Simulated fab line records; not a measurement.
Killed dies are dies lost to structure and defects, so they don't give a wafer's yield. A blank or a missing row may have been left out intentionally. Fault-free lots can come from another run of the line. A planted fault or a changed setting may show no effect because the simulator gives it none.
Problem report in the 8D (eight disciplines) form, filled by code    flow sky130    the parts of the form that need people (team, actions taken, sign-off) are left out

1. WHAT WENT WRONG
Mean of run length s at SKY_VIA3_ETCH_15: 97.4 s across 2 wafers in 2 lots; on wafers with no fault it is 106.4 s (standard deviation 0.51). That puts it -18 standard deviations away from the usual mean.
The step: etches SiO2 in C4F8/O2/Ar, stops on TiN, target depth 507 nm, time 78 s.
Earliest sighting: wafer L256.5 on rie diel-04 at day 41 10:03. At this step, 34 wafers from 12 lots have a number in the record. The rule behind "out" and "out of limits": a value lying over 4 standard deviations away from the usual mean. The rest of the wafers with a number are treated as sound.

2. WHAT THIS IS AND IS NOT
question                     is                            is not
which readings at this step  run length s, oes product au  -
which lots                   L256, L258                    L251, L252, L263, L264, L267, L269, L270, L271, L272, L274
which wafers of those lots   L256.5, L258.5                L256.6, L258.6
read on which tools          rie diel-04                   rie diel-01, rie diel-02
when                         from day 41 10:03             up to then (7 sound wafers); but 25 sound wafers of L258, L263, L264, L267, L269, L270, L271, L272, L274 came after

3. THE SUSPECTS, EACH WITH WHAT RULES IT OUT
Counting: any tool at a process step up to the reading remains a suspect provided it ran every lot that is out. Sound lots after the first of them don't rule it out here, since some wafers of a struck lot are sound.
- rie diel-04 at SKY_VIA3_ETCH_15 (etches SiO2 in C4F8/O2/Ar, stops on TiN, target depth 507 nm, time 78 s): kept. It processed each lot that is out (first: L256, day 41 10:03); up to then, its last sound lot is L252 (day 39 12:27). Out on those wafers are its own readings of oes product au, run length s.
- Within rie diel-04 at SKY_VIA3_ETCH_15: the wafers that are out ran in chambers 1, 3; their sound lot-mates ran in chambers 0, 2.
After counting, what remains is rie diel-04 at SKY_VIA3_ETCH_15.

4. THE CAUSE (what the simulator had put in)
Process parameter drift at SKY_VIA3_ETCH_15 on rie diel-04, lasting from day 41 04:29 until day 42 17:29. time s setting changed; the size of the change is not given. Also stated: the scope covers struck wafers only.
After counting, this tool was the only one left.

5. SEQUENCE OF EFFECTS, ordered by route
Rows list readings where the struck wafers' mean (over those with a number) sits beyond 3 standard deviations from the usual. Readings are gone through only where the record gives a usual standard deviation; hours: the median, over the lots, of the time from a lot's start at the first step in this table giving one to that lot's start at this step; sigmas: the change measured in usual standard deviations.
hours  step               reading                   usual       on struck wafers  change  sigmas
0      SKY_VIA3_ETCH_15   oes product au            0.946 a.u.  0.998             +0.052  +10
0      SKY_VIA3_ETCH_15   run length s              106.4 s     97.4              -9.0    -18
0      SKY_VIA3_STRIP_16  strip time to endpoint s  4.128 s     4.261             +0.133  +7.8
Here are the process steps it includes:
- SKY_VIA3_ETCH_15: etches SiO2 in C4F8/O2/Ar, stops on TiN, target depth 507 nm, time 78 s.
- SKY_VIA3_STRIP_16: strips in O2/N2.

6. WHAT WOULD HAVE CAUGHT IT SOONER
First out-of-limits reading in this record: day 41 10:03, which is 6 hours after fault onset at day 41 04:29.
